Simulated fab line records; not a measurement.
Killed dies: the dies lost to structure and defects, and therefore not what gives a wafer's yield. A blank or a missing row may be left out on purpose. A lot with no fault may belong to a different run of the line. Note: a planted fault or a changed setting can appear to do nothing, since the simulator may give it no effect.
Struck lot and sound lot, side by side -- flow gf180mcu -- 27 out of 602 route steps
Sound: these wafers, L495.1, L495.2, L495.4. Wafers L500.1, L500.4, L500.6 were the ones struck. The cause is given at the end.
For every step that has rows: the tool of each side, followed by ch and its chambers, followed by its first start. Under that, the readings that differ: sound wafers -- struck wafers -- difference of the means -- sigmas: that difference in standard deviations of wafers without a fault.
alike: same words and numbers on both sides, and readings whose means sit less than 2 such deviations apart. not compared: any withheld reading, any reading some wafer has no value for, any bound like >300 that may hide the same value, and any number with overlapping values for which the record gives no deviation.
Wherever a step has rows on one side only, a row that says differs or no value, or a row with sigmas, the two part there. Numbers that have no deviation but don't overlap get no sigmas and don't part them. Lack of a reading on every wafer of one side parts them only where that side has two or more wafers.

first, 1 step without rows for these wafers: GF_VT_IMPLANT_IMPLANT_19.
GF_VT_IMPLANT_STRIP_20: strips in O2/N2.
  sound on plasma_asher-03 ch 0,1, day 7 05:05; struck on plasma_asher-01 ch 0,1, day 8 15:59
  alike: chamber_pressure_mTorr, drypump_motor_current_A, heater_power_w, oes_product_au, strip_time_to_endpoint_s
  not compared: rf_hours_counter_h
GF_VT_IMPLANT_TW_MEAS_21:
  sound: film_metro-03 at day 7 05:11; struck: film_metro-02 at day 8 16:05
reading,sound,struck,difference,sigmas
VT_IMPLANT_2_TW,1233 1233 1231,1202 1199 1208,-29,-4
then, 7 steps without rows for these wafers: GF_VT_IMPLANT_DEHYDRATE_22 (time 60 s); GF_VT_IMPLANT_HMDS_23 (prime time 60 s); GF_VT_IMPLANT_COAT_24 (resist thk 1000 nm); GF_VT_IMPLANT_SOFTBAKE_25 (time 60 s); GF_VT_IMPLANT_EXPOSE_26 (exposes mask LVPWELL HV AREA, target cd 860 nm); GF_VT_IMPLANT_PEB_27; GF_VT_IMPLANT_DEVELOP_28 (develop time 60 s).
GF_VT_IMPLANT_OVL_MEAS_29:
  sound: overlay-02 at day 7 20:24; struck: overlay-02 at day 9 08:51
  alike: VT_IMPLANT_02_OVL
next, for these wafers, 1 step has no rows: GF_VT_IMPLANT_IMPLANT_30.
GF_VT_IMPLANT_STRIP_31: strips in O2/N2.
  sound on plasma_asher-03 ch 0,1, day 7 20:35; struck on plasma_asher-03 ch 1, day 9 09:02
  no value came back on the struck wafers for any of 5 readings (chamber_pressure_mTorr (mTorr), drypump_motor_current_A (A) and others); on the sound wafers chamber_pressure_mTorr (mTorr) reads 1499.9 1500.4 1499.4
reading,sound,struck,difference,sigmas
model.NOVOLAK_of_VT_IMPLANT_COAT_24.thk_nm (nm),0 0 0,996.2 996.5 996.5,+996.4,
  not compared: rf_hours_counter_h
GF_VT_IMPLANT_TW_MEAS_32:
  sound: film_metro-03 at day 7 20:41; struck: film_metro-03 at day 9 09:08
  alike: VT_IMPLANT_3_TW
then, 7 steps without rows for these wafers: GF_VT_IMPLANT_DEHYDRATE_33 (time 60 s); GF_VT_IMPLANT_HMDS_34 (prime time 60 s); GF_VT_IMPLANT_COAT_35 (resist thk 1000 nm); GF_VT_IMPLANT_SOFTBAKE_36 (time 60 s); GF_VT_IMPLANT_EXPOSE_37 (exposes mask Nwell HV AREA, target cd 860 nm); GF_VT_IMPLANT_PEB_38; GF_VT_IMPLANT_DEVELOP_39 (develop time 60 s).
GF_VT_IMPLANT_OVL_MEAS_40:
  sound: overlay-01 at day 8 12:27; struck: overlay-02 at day 10 02:24
  alike: VT_IMPLANT_03_OVL
next, for these wafers, 1 step has no rows: GF_VT_IMPLANT_IMPLANT_41.
GF_VT_IMPLANT_STRIP_42: strips in O2/N2.
  sound on plasma_asher-03 ch 0,1, day 8 12:38; struck on plasma_asher-01 ch 0,1, day 10 02:35
reading,sound,struck,difference,sigmas
strip_time_to_endpoint_s (s),12.59 12.63 12.57,27.57 27.58 27.53,+14.96,+99 or more
  alike: chamber_pressure_mTorr, drypump_motor_current_A, heater_power_w, oes_product_au
  not compared: rf_hours_counter_h
GF_VT_IMPLANT_TW_MEAS_43:
  sound: film_metro-03 at day 8 12:44; struck: film_metro-02 at day 10 02:41
reading,sound,struck,difference,sigmas
VT_IMPLANT_4_TW,699 698 700,30 30 30,-669,-99 or more
then, 1 step without rows for these wafers: GF_VT_IMPLANT_CLEAN_44 (cleans in SC1/SC2, time 150 s).
-- here the record skips 21 days between the struck wafers' starts before and after, leaving off in module VT_IMPLANT and picking up in module PASSIVATION (first step shown: number 602 of the route) --
GF_PASSIVATION_PROBE_99:
  only the struck wafers here have rows in the record (prober-02, day 31 14:33); the sound ones have none

WHERE THEY PART
First at GF_VT_IMPLANT_TW_MEAS_21; last, within this record, at GF_PASSIVATION_PROBE_99.

WHY: the cause the simulator had injected
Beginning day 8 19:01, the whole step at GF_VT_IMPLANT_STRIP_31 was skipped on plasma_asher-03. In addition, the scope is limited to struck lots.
